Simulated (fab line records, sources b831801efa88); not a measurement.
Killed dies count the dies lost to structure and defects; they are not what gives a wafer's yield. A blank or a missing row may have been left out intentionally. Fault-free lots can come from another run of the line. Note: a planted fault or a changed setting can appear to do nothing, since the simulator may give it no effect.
Matching of chambers + flow gf180mcu + GF_V5_CMP_26 on cmp-02: 4 sister chambers
The step polishes, stops on SiO2, t overpolish 15 s, target thk 0 nm. 8 wafers are shown with their chamber, then 8 later ones without.

WAFERS PAIRED WITH THEIR CHAMBERS
| wafer  | chamber | motor-current-A (A) | time-to-endpoint-s (s) |
|--------|---------|---------------------|------------------------|
| L458.4 | 2       | 12.7                | 91                     |
| L461.2 | 2       | 12.3                | 88                     |
| L461.4 | 3       | 9.3                 | 81                     |
| L464.3 | 0       | 8.7                 | 82                     |
| L465.1 | 0       | 8.9                 | 82                     |
| L465.4 | 3       | 9.5                 | 73                     |
| L465.6 | 1       | 12.7                | 81                     |
| L466.2 | 1       | 12.4                | 80                     |

WAFERS MISSING THEIR CHAMBER
| wafer  | motor-current-A (A) | time-to-endpoint-s (s) |
|--------|---------------------|------------------------|
| L466.4 | 12.4                | 89                     |
| L466.5 | 8.4                 | 86                     |
| L467.1 | 12.5                | 80                     |
| L467.2 | 12.3                | 79                     |
| L467.5 | 8.4                 | 78                     |
| L468.1 | 12.4                | 87                     |
| L468.4 | 10.0                | 76                     |
| L468.6 | 12.3                | 81                     |

WHICH CHAMBER EACH ONE RAN IN
| wafer  | from the rows above     | in truth                   |
|--------|-------------------------|----------------------------|
| L466.4 | 2                       | 2                          |
| L466.5 | 0                       | 0                          |
| L467.1 | 1                       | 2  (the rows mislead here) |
| L467.2 | 1                       | 1                          |
| L467.5 | 0                       | 0                          |
| L468.1 | can't be placed: 2 or 1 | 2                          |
| L468.4 | 3                       | 3                          |
| L468.6 | can't be placed: 1 or 2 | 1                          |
Placed correctly: 5 of 8. Can't be placed from these rows: 2 (the true chamber is among the candidates in 2). Wrongly placed: 1.
How it was worked out, from the rows above alone: a wafer's distance from a chamber is the root of the sum, over the readings, of the square of ((its reading less the chamber's mean) divided by the reading's scatter). The wafer belongs to the nearest chamber; if the next one is less than 2 further off, it can't be placed. A chamber's mean is the mean of its shown wafers. How the scatter is found: for the shown wafers, subtract from each reading the mean of its chamber, square and add these, divide the total by (wafers less chambers), then take the root.
